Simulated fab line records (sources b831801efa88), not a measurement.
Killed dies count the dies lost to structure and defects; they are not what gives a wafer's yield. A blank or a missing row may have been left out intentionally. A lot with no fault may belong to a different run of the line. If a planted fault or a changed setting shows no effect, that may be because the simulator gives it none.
What tool caused it?    flow sfq line    Sampling: 15 lots, 45 wafers, 4 of 325 route steps

## WHAT THE GAUGES SHOWED, per wafer
SFQ_JJ_OVL_MEAS_931.
lot   measured      on          J5_OVL (nm)
L143  day 51 20:56  overlay-02  6 0 8
L144  day 52 06:32  overlay-01  11 2 17
L145  day 54 21:11  overlay-02  3 -1 1
L146  day 54 23:35  overlay-01  4 -3 -1
L149  day 55 05:42  overlay-02  -4 5 -9
L151  day 61 10:28  overlay-01  -1 3 -5
L152  day 61 12:52  overlay-01  13 8 -2
L153  day 61 16:28  overlay-02  13 17 13
L154  day 61 17:40  overlay-01  4 6 4
L156  day 62 03:16  overlay-02  -1 -3 3
L160  day 62 10:28  overlay-02  12 10 11
L161  day 62 11:44  overlay-02  -1 8 3
L162  day 62 12:52  overlay-02  0 -8 -3
L163  day 62 14:04  overlay-02  7 10 6
L164  day 62 15:19  overlay-02  -6 -10 -6

SFQ_I7_OVL_MEAS_947.
lot   measured      on          I7_OVL (nm)
L143  day 83 07:32  overlay-02  -1 -5 1
L144  day 84 15:22  overlay-01  -2 -6 0
L145  day 84 16:34  overlay-01  4 -1 -4
L146  day 86 04:34  overlay-02  3 4 2
L149  day 86 16:34  overlay-02  2 -5 2
L151  day 86 23:46  overlay-01  - - -
L152  day 87 00:58  overlay-01  - - -
L153  day 87 03:22  overlay-01  - - -
L154  day 87 07:58  overlay-02  3 11 10
L156  day 87 11:34  overlay-02  -2 -2 8
L160  day 89 16:09  overlay-02  6 5 10
L161  day 89 19:46  overlay-02  -9 -10 -11
L162  day 90 00:33  overlay-01  -1 -5 -2
L163  day 90 01:52  overlay-02  -17 -16 -17
L164  day 90 15:04  overlay-02  6 -2 9

## WHICH TOOL RAN EACH LOT (tool, then ch and the chambers of the sampled wafers, then the start)
lot   SFQ_TRILAYER_JJ_TRILAYER_DEP_SPUTTER_109  SFQ_TRILAYER_I6_VIA_LITHO_PEB_172
L143  pvd sputter-06, day 46 20:05              litho track-03 ch 0, day 76 17:28
L144  pvd sputter-06, day 47 06:03              litho track-03 ch 0, day 76 21:05
L145  pvd sputter-06, day 49 04:59              litho track-02 ch 0, day 77 00:41
L146  pvd sputter-04, day 49 06:09              litho track-03 ch 0, day 78 23:38
L149  pvd sputter-06, day 53 04:29              litho track-02 ch 0, day 79 10:10
L151  pvd sputter-04, day 56 13:52              litho track-03, day 79 13:47
L152  pvd sputter-06, day 56 15:04              litho track-03, day 79 14:59
L153  pvd sputter-03, day 56 16:16              litho track-03, day 79 16:13
L154  pvd sputter-06, day 56 17:28              litho track-03 ch 0, day 79 18:08
L156  pvd sputter-03, day 57 00:37              litho track-03 ch 0, day 79 20:31
L160  pvd sputter-04, day 61 06:29              litho track-02 ch 0, day 82 23:14
L161  pvd sputter-03, day 61 09:22              litho track-01 ch 0, day 83 02:53
L162  pvd sputter-06, day 61 12:58              litho track-02 ch 0, day 83 10:28
L163  pvd sputter-04, day 61 13:46              litho track-03 ch 0, day 83 14:02
L164  pvd sputter-03, day 61 20:01              litho track-01 ch 0, day 83 18:50
- SFQ_TRILAYER_JJ_TRILAYER_DEP_SPUTTER_109: material Nb, target thk 150 nm, time 100 s.
- SFQ_TRILAYER_I6_VIA_LITHO_PEB_172: peb time 60 s.

## WHAT THE TOOLS THEMSELVES READ (means of the sampled wafers that have a number; where no wafer has one, the mark that the record gives instead)
SFQ_TRILAYER_JJ_TRILAYER_DEP_SPUTTER_109.
lot   tool            throttle valve pct (%)
L143  pvd sputter-06  29.3
L144  pvd sputter-06  29.1
L145  pvd sputter-06  29.5
L146  pvd sputter-04  29.6
L149  pvd sputter-06  29.9
L151  pvd sputter-04  30.1
L152  pvd sputter-06  29.7
L153  pvd sputter-03  29.2
L154  pvd sputter-06  29.6
L156  pvd sputter-03  29.1
L160  pvd sputter-04  30.3
L161  pvd sputter-03  30.0
L162  pvd sputter-06  29.9
L163  pvd sputter-04  29.6
L164  pvd sputter-03  29.5

SFQ_TRILAYER_I6_VIA_LITHO_PEB_172.
lot   tool            chill plate temp C (C)  exhaust pa (Pa)  heater power total W (W)
L143  litho track-03  23.09                   45.3             79.13
L144  litho track-03  23.03                   45.6             79.15
L145  litho track-02  23.07                   46.1             79.13
L146  litho track-03  22.95                   46.4             79.09
L149  litho track-02  23.06                   44.9             79.22
L151  litho track-03  -                       -                -
L152  litho track-03  -                       -                -
L153  litho track-03  -                       -                -
L154  litho track-03  22.89                   44.8             79.13
L156  litho track-03  23.05                   44.9             79.13
L160  litho track-02  22.90                   46.1             79.16
L161  litho track-01  22.93                   46.3             79.18
L162  litho track-02  23.07                   43.7             79.18
L163  litho track-03  22.94                   45.6             79.12
L164  litho track-01  23.04                   47.0             79.22

## THE ANSWER, worked out from the rows above alone
Rule: usual is defined by the lots themselves. Put in order of their means at a reading, lots are off if they are a third of the lots or fewer, leave a main group of 4 or more, and stand apart from it by a gap of 3 or more times the standard deviation of the main group's means; of several such gaps the widest counts. The tables above print the reading to a certain number of digits; a main group whose means all agree to those digits is not used. A lot without any number at a reading at which 4 lots or more have one is off too. All remaining lots with rows at the step are treated as sound. First the gauges in route order, then the tools' own readings, where a lot's mean is used as printed above. At the first step where some lot is off, the reading lying furthest off is the one used; lots without a number count as furthest.
Off: at SFQ_I7_OVL_MEAS_947 (I7_OVL), L151, L152, L153. Without a number there: L151, L152, L153. Main group: mean -1 nm, sd 6.6.
A tool fits if, at a process step before that reading, it ran every lot that is off, and no sound lot after the first of them. Not tried: the gauges at SFQ_I7_OVL_MEAS_947; whatever is off there is also off at SFQ_TRILAYER_I6_VIA_LITHO_PEB_172, on other tools, and gauge error can't account for it. Of those tried, none fits.

## WHAT WAS PUT IN BY THE SIMULATOR
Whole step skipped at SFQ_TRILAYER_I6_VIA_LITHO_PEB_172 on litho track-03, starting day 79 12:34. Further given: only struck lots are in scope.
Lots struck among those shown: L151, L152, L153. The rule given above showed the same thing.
